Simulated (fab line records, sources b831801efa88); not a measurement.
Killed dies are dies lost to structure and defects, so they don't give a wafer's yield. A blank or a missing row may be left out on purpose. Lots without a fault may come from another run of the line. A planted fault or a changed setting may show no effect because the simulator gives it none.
Problem report in the 8D (eight disciplines) form, filled by code | flow gf180mcu | the parts of the form that need people (team, actions taken, sign-off) are left out

1. THE PROBLEM
oes_product_au at GF_SAB_ETCH_11 reads a mean of 1.417 a.u. on 4 wafers of 3 lots; wafers without a fault read 1.002 a.u. with a standard deviation of 0.012. That is +35 standard deviations from the usual mean.
The step: etches SiO2 in C4F8/O2/Ar, target depth 55 nm, time 8.5 s.
First seen on wafer L636.2, day 20 08:41, on rie_diel-01. The record holds 41 wafers of 14 lots with a number at this step. Rule for "out", or "out of limits": more than 4 standard deviations from the usual mean. The other wafers with a number count as sound.

2. WHAT IT IS AND WHAT IT IS NOT
question                    | is                             | is not
which readings at this step | oes_product_au                 | -
which lots                  | L636, L637, L638               | L621, L622, L624, L625, L626, L628, L629, L630, L631, L643, L644
which wafers of those lots  | L636.2, L637.2, L638.1, L638.2 | L636.3, L636.5, L637.3, L637.5
read on which tools         | rie_diel-01                    | rie_diel-02, rie_diel-04
when                        | from day 20 08:41              | up to then (29 sound wafers); but 8 sound wafers of L637, L643, L644 came after

3. SUSPECTS, AND WHAT RULES EACH OUT
Counting: a tool at a process step up to the reading stays a suspect if it ran every lot that is out. Sound lots after the first of them don't rule it out here, since some wafers of a struck lot are sound.
- rie_diel-01 at GF_SAB_ETCH_11 (etches SiO2 in C4F8/O2/Ar, target depth 55 nm, time 8.5 s): kept. It ran every lot that is out, first L636 (day 20 08:41); its last sound lot up to then is L631 (day 18 13:48). Its own readings are out on those wafers: oes_product_au.
Left after counting: rie_diel-01 at GF_SAB_ETCH_11.

4. THE CAUSE (what the simulator had put in)
Process parameter drift: rie_diel-01, from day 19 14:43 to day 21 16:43, at GF_SAB_ETCH_11. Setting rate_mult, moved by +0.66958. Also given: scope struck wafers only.
Counting left only this tool.

5. THE CHAIN OF EFFECTS, in route order
Each row: a reading whose mean over the struck wafers that have a number lies more than 3 standard deviations from the usual. Only readings for which the record gives a usual standard deviation are gone through. hours: the time from each lot's start at the first step in this table that gives one to its start at this step, as a median over the lots. sigmas: the change in usual standard deviations.
hours | step           | reading        | usual      | on struck wafers | change | sigmas
0     | GF_SAB_ETCH_11 | oes_product_au | 1.002 a.u. | 1.417            | +0.415 | +35
The process steps in it:
- GF_SAB_ETCH_11: etches SiO2 in C4F8/O2/Ar, target depth 55 nm, time 8.5 s.
Later measuring or inspecting steps at which every struck wafer that the step has a row for has a number for every such reading, and none has moved that far: GF_M3_CD_MEAS_14.

6. WHAT WOULD HAVE CAUGHT IT SOONER
In this record the first reading out of limits was taken at day 20 08:41, 18 hours after the fault began at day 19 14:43.
